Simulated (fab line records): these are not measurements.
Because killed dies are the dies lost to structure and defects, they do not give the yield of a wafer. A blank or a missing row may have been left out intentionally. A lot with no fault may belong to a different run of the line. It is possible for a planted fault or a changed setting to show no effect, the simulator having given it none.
Which tool is to blame?	flow gf180mcu	14 lots with 42 wafers sampled at 4 steps, on a route of 602 steps

WHAT THE GAUGES READ, wafer by wafer
GF_V1_THK_MEAS_03. Usual: V1_CVD_02_THK 855 nm, standard deviation 12.
lot	measured	on	V1_CVD_02_THK (nm)	flag
L252	day 17 06:19	filmMetro-04	838 852 864	
L253	day 17 16:14	filmMetro-04	859 858 829	
L257	day 19 17:07	filmMetro-02	853 867 861	
L256	day 19 17:29	filmMetro-04	851 826 863	
L258	day 20 05:20	filmMetro-02	846 838 840	
L259	day 20 05:43	filmMetro-03	861 852 864	
L260	day 20 16:52	filmMetro-03	853 844 863	
L263	day 21 15:07	filmMetro-03	860 879 872	
L264	day 22 04:55	filmMetro-02	850 856 869	
L266	day 22 18:10	filmMetro-02	857 866 867	
L267	day 23 00:44	filmMetro-03	853 860 857	
L268	day 23 04:20	filmMetro-02	817 844 855	
L269	day 23 12:43	filmMetro-03	850 877 854	
L271	day 24 07:04	filmMetro-03	848 847 857	

GF_V1_OVL_MEAS_15. Usual: V1_OVL 4 nm, standard deviation 5.8.
lot	measured	on	V1_OVL (nm)	flag
L252	day 18 06:04	overlay-02	3 1 0	
L253	day 18 15:47	overlay-01	0 4 10	
L257	day 20 17:20	overlay-01	14 5 11	
L256	day 20 18:55	overlay-02	0 0 16	
L258	day 21 06:32	overlay-01	-5 3 4	
L259	day 21 06:52	overlay-01	7 -5 -2	
L260	day 21 17:32	overlay-01	-5 0 2	
L263	day 22 14:44	overlay-02	-5 1 14	
L264	day 23 04:25	overlay-02	1 6 -6	
L266	day 23 17:26	overlay-02	7 -1 5	
L267	day 23 23:41	overlay-02	5 2 -6	
L268	day 24 03:17	overlay-01	-2 -3 -1	
L269	day 24 12:08	overlay-01	1 12 -4	
L271	day 25 04:53	overlay-02	2 2 3	

GF_V3_OVL_MEAS_15. Usual: V3_OVL 0 nm, standard deviation 5.6.
lot	measured	on	V3_OVL (nm)	flag
L252	day 22 12:06	overlay-02	3 6 -1	
L253	day 22 20:50	overlay-01	1 10 7	
L257	day 24 19:26	overlay-02	2 -11 1	
L256	day 24 21:44	overlay-01	-4 -2 -6	
L258	day 25 09:08	overlay-01	6 12 12	
L259	day 25 07:33	overlay-01	-5 3 -2	
L260	day 25 16:25	overlay-01	-8 -9 1	
L263	day 26 10:44	overlay-02	3 2 -1	
L264	day 26 22:07	overlay-01	-3 -4 10	
L266	day 27 09:43	overlay-01	2 5 1	
L267	day 27 16:43	overlay-02	-1 5 3	
L271	day 28 17:52	overlay-02	1 -8 -4	

WHICH TOOL RAN EACH LOT (tool, then ch and the chambers of the sampled wafers, then the start)
lot	GF_M2_DEVELOP_13
L252	lithoTrack-03 ch 0, day 19 07:58
L253	lithoTrack-03 ch 0, day 19 17:28
L257	lithoTrack-03 ch 0, day 21 18:46
L256	lithoTrack-03 ch 0, day 21 20:14
L258	lithoTrack-03 ch 0, day 22 08:28
L259	lithoTrack-03 ch 0, day 22 08:11
L260	lithoTrack-03 ch 0, day 22 18:10
L263	lithoTrack-01 ch 0, day 23 14:43
L264	lithoTrack-03 ch 0, day 24 04:13
L266	lithoTrack-02 ch 0, day 24 17:20
L267	lithoTrack-02 ch 0, day 24 22:44
L268	lithoTrack-03, day 25 02:19
L269	lithoTrack-02, day 25 10:35
L271	lithoTrack-02 ch 0, day 26 03:11
- GF_M2_DEVELOP_13: develop time 60 s.

AS READ BY THE TOOLS THEMSELVES (means over the sampled wafers that have a number; for cases with no such wafer, the mark the record gives instead)
GF_M2_DEVELOP_13. Usual: chillPlateTempC 22.99 C, standard deviation 0.1.
lot	tool	chillPlateTempC (C)	flag
L252	lithoTrack-03	22.98	
L253	lithoTrack-03	22.98	
L257	lithoTrack-03	22.83	
L256	lithoTrack-03	22.94	
L258	lithoTrack-03	23.01	
L259	lithoTrack-03	22.97	
L260	lithoTrack-03	22.93	
L263	lithoTrack-01	22.87	
L264	lithoTrack-03	22.94	
L266	lithoTrack-02	22.89	
L267	lithoTrack-02	23.15	
L268	lithoTrack-03	-	OFF
L269	lithoTrack-02	-	OFF
L271	lithoTrack-02	23.07	

THE ANSWER, worked out from the rows above alone
Rule: lot off if the mean of its wafers having a number is beyond 3 standard deviations from the usual mean. A lot without any number at a reading at which 4 lots or more have one is off too. All remaining lots with rows at the step are treated as sound. First the gauges in route order, then the tools' own readings, where a lot's mean is used as printed above. At the first step where some lot is off, the reading lying furthest off is the one used; lots without a number count as furthest.
Off at GF_M2_DEVELOP_13 (chillPlateTempC): L268, L269. Without a number there: L268, L269.
If a tool, at that step or one of the process steps before it, ran each lot that is off and ran no sound lot following the first of them, it fits. Not one of the candidates tried fits.

WHAT WAS PUT IN BY THE SIMULATOR
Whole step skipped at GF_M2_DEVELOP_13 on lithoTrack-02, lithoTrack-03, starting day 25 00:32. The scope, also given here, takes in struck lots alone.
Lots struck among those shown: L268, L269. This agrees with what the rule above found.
